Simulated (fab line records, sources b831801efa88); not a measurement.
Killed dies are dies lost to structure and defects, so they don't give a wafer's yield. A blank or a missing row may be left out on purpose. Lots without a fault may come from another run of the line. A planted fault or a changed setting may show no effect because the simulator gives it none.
One fault seen from 2 desks | flow gf180mcu | each desk has only its own numbers; what lay behind them comes last

THE METROLOGY DESK
What the gauges read, lot by lot, whatever tool the lot ran on: means of the sampled wafers that have a number. A lot is out of limits, marked OUT, if its mean lies more than 4 standard deviations from the usual mean; the brackets give that distance.
Columns: A = DNWELL_TW at GF_DNWELL_TW_MEAS_09, usual 1339; B = HV_LDD_01_OVL at GF_HV_LDD_OVL_MEAS_20, usual 0.8 nm
lot  | first seen here | A               | B
L641 | day 2 21:21     | 1341            | 0.1
L642 | day 2 23:51     | 1335            | -0.8
L643 | day 3 05:08     | 1331            | 2.9
L645 | day 3 15:36     | 1322            | -0.1
L646 | day 3 21:58     | 1326            | 2.5
L647 | day 4 04:06     | 1317            | -0.4
L648 | day 4 07:23     | 1222 (-9.7) OUT | 1.8
L649 | day 4 14:05     | 1229 (-9.2) OUT | 2.6
L660 | day 6 22:43     | 1355            | 1.2
L661 | day 7 05:49     | 1328            | 1.1
L663 | day 7 14:56     | 1331            | 0.2
L664 | day 7 19:46     | 1342            | -0.9
This desk's finding: out of limits on L648, L649; first on L648, day 4 07:23 (DNWELL_TW at GF_DNWELL_TW_MEAS_09). In limits: L641, L642, L643, L645, L646, L647, L660, L661, L663, L664.

THE TOOL OWNER'S DESK: implanter-02
The tool's own readings at GF_DNWELL_IMPLANT_07: means of the sampled wafers that have a number, for each lot that ran on this tool. A lot is out of limits, marked OUT, if its mean lies more than 4 standard deviations from the usual mean; the brackets give that distance.
Columns: A = beam_energy_keV at GF_DNWELL_IMPLANT_07, usual 1500.0; B = dose_ions_cm2 at GF_DNWELL_IMPLANT_07, usual 1e+13; C = faraday_current_uA at GF_DNWELL_IMPLANT_07, usual 56.4
lot  | first seen here | A      | B                       | C
L645 | day 3 15:22     | 1500.1 | 1e+13                   | 56.9
L646 | day 3 21:46     | 1499.8 | 1e+13                   | 57.3
L647 | day 4 03:52     | 1499.9 | 1e+13                   | 55.7
L648 | day 4 07:08     | 1500.0 | 8e+12 (-99 or more) OUT | 42.2 (-12) OUT
L649 | day 4 13:50     | 1499.2 | 7e+12 (-99 or more) OUT | 41.2 (-13) OUT
L664 | day 7 19:34     | 1499.7 | 1e+13                   | 56.7
This desk's finding: out of limits on L648, L649; first on L648, day 4 07:08 (dose_ions_cm2 at GF_DNWELL_IMPLANT_07). In limits: L645, L646, L647, L664.

PUT TOGETHER
The tool owner's desk could have raised an alarm at day 4 07:08, on L648, L649.
The metrology desk could have raised an alarm at day 4 07:23, on L648, L649.
Of the lots named, all ran GF_DNWELL_IMPLANT_07 on implanter-02.

WHAT THE SIMULATOR HAD PUT IN
Process parameter drift: implanter-02, from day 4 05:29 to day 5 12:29, at GF_DNWELL_IMPLANT_07. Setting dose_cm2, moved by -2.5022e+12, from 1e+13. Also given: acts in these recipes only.
Lots struck among those shown: L648, L649.
Hours from the fault's start to each desk's first reading out of limits: the tool owner's desk, 2; the metrology desk, 2.
